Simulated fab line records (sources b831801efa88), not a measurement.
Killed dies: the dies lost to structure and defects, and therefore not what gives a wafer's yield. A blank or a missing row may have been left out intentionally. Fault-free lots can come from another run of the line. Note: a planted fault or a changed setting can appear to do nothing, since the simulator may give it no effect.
Which of the tools did it? -- flow gf180mcu -- 42 wafers from 14 lots sampled at 2 of the route's 602 steps

WHAT THE GAUGES SHOWED, per wafer
GF_HV_LDD_CD_MEAS_07: target cd 400 nm. Usual: 400.4 nm for cd-nm, sd 2.3.
lot,measured,on,cd-nm (nm),flag
L125,day 10 02:17,cd-sem-01,397.9 397.9 399.2,
L126,day 10 05:49,cd-sem-01,401.3 399.3 398.6,
L127,day 10 16:44,cd-sem-01,399.0 398.7 396.5,
L131,day 11 21:46,cd-sem-01,400.9 399.1 400.6,
L132,day 12 05:16,cd-sem-02,402.5 401.2 402.6,
L133,day 12 13:41,cd-sem-01,401.0 400.5 400.9,
L140,day 14 16:24,cd-sem-02,403.3 402.9 403.2,
L142,day 15 01:18,cd-sem-02,399.2 398.6 400.0,
L143,day 15 07:34,cd-sem-01,399.8 398.3 398.4,
L144,day 15 13:32,cd-sem-01,402.9 405.4 401.6,
L145,day 15 18:53,cd-sem-02,398.0 398.6 400.2,
L146,day 16 04:07,cd-sem-02,399.9 399.9 400.0,
L147,day 16 14:09,cd-sem-01,401.0 398.7 399.4,
L148,day 17 05:01,cd-sem-02,398.4 400.2 400.9,

GF_HV_LDD_OVL_MEAS_08. Usual: HV_LDD_OVL gives -0.4 nm (standard deviation 1.3).
lot,measured,on,HV_LDD_OVL (nm),flag
L125,day 10 02:23,overlay-01,-0.2 0.3 -0.9,
L126,day 10 05:56,overlay-01,2.6 -2.7 -0.5,
L127,day 10 16:50,overlay-01,-0.2 -1.0 0.5,
L131,day 11 21:50,overlay-02,1.5 -1.1 0.1,
L132,day 12 05:23,overlay-02,0.7 -1.6 0.0,
L133,day 12 13:48,overlay-02,-1.4 -2.4 -1.9,
L140,day 14 16:29,overlay-01,1.4 -1.7 0.1,
L142,day 15 01:23,overlay-02,-2.0 -3.6 -2.1,
L143,day 15 07:41,overlay-01,1.2 -0.4 -1.3,
L144,day 15 13:38,overlay-02,-0.8 -0.4 1.1,
L145,day 15 18:59,overlay-01,-1.3 0.0 0.8,
L146,day 16 04:14,overlay-01,-0.1 0.1 -0.8,
L147,day 16 14:16,overlay-02,-1.4 -2.6 -0.6,
L148,day 17 05:08,overlay-01,0.1 -0.8 0.6,

WHICH TOOL RAN EACH LOT (tool, then ch and the chambers of the sampled wafers, then the start)
The record shows no process step preceding these readings.

WHAT THE TOOLS THEMSELVES READ (means of the sampled wafers that have a number; where no wafer has one, the mark that the record gives instead)
The record holds no such reading with a usual standard deviation.

THE ANSWER, worked out from the rows above alone
Rule: take the mean of a lot's wafers that have a number; if it is more than 3 standard deviations from the usual mean, the lot is off. Also off: a lot with no number at a reading for which 4 or more lots have one. All remaining lots with rows at the step are treated as sound. After the gauges, taken in route order, come the tools' own readings; for these a lot's mean is taken, as printed above. The first step at which some lot is off is used, and at that step the reading that is off furthest; a lot without a number counts as furthest.
No lot is off on any of the readings shown, so nothing can be concluded from this.

WHAT HAD BEEN PUT IN BY THE SIMULATOR
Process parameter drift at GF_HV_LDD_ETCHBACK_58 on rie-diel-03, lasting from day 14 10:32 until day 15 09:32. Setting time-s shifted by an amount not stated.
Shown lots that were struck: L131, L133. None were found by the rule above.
